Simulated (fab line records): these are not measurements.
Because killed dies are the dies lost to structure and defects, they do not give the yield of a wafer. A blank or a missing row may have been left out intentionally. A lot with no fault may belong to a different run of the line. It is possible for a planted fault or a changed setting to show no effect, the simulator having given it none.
Chamber matching ; flow sky130 ; cmp-02 running SKY_VIA3_CMP_02: 4 sister chambers
The step polishes SiO2. 4 wafers are shown with their chamber, then 12 later ones without.

## WAFERS PAIRED WITH THEIR CHAMBERS
wafer;chamber;motor-current-A (A)
L087.2;3;10.5
L087.3;0;11.1
L089.5;2;12.9
L089.6;1;12.4

## WAFERS WITH NO CHAMBER GIVEN
wafer;motor-current-A (A)
L090.1;11.0
L090.5;13.1
L090.6;11.1
L091.3;12.8
L091.4;11.4
L091.5;13.2
L093.1;12.6
L093.2;13.1
L093.4;11.4
L094.1;10.4
L094.3;11.4
L094.6;12.4

## CHAMBER TAKEN BY EACH
wafer;from the rows above;in truth
L090.1;can't be placed: 0 or 3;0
L090.5;2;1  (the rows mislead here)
L090.6;0;0
L091.3;can't be placed: 2 or 1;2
L091.4;0;0
L091.5;2;2
L093.1;can't be placed: 1 or 2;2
L093.2;2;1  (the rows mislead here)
L093.4;0;0
L094.1;3;3
L094.3;0;0
L094.6;1;1
Correctly placed: 7 of 12. Can't be placed from these rows: 3 (the true chamber is among the candidates in 3). 2 placed wrongly.
How it was worked out, from the rows above alone: a wafer's distance from a chamber is the root of the sum, over the readings, of the square of ((its reading less the chamber's mean) divided by the reading's scatter). If the next closest chamber is less than 2 further off than the closest, the wafer can't be placed; otherwise it belongs to the closest. The mean given for a chamber averages the wafers shown for that chamber. The scatter: root of mean squared gap, hidden wafer to nearest shown wafer, with one shown wafer a chamber.
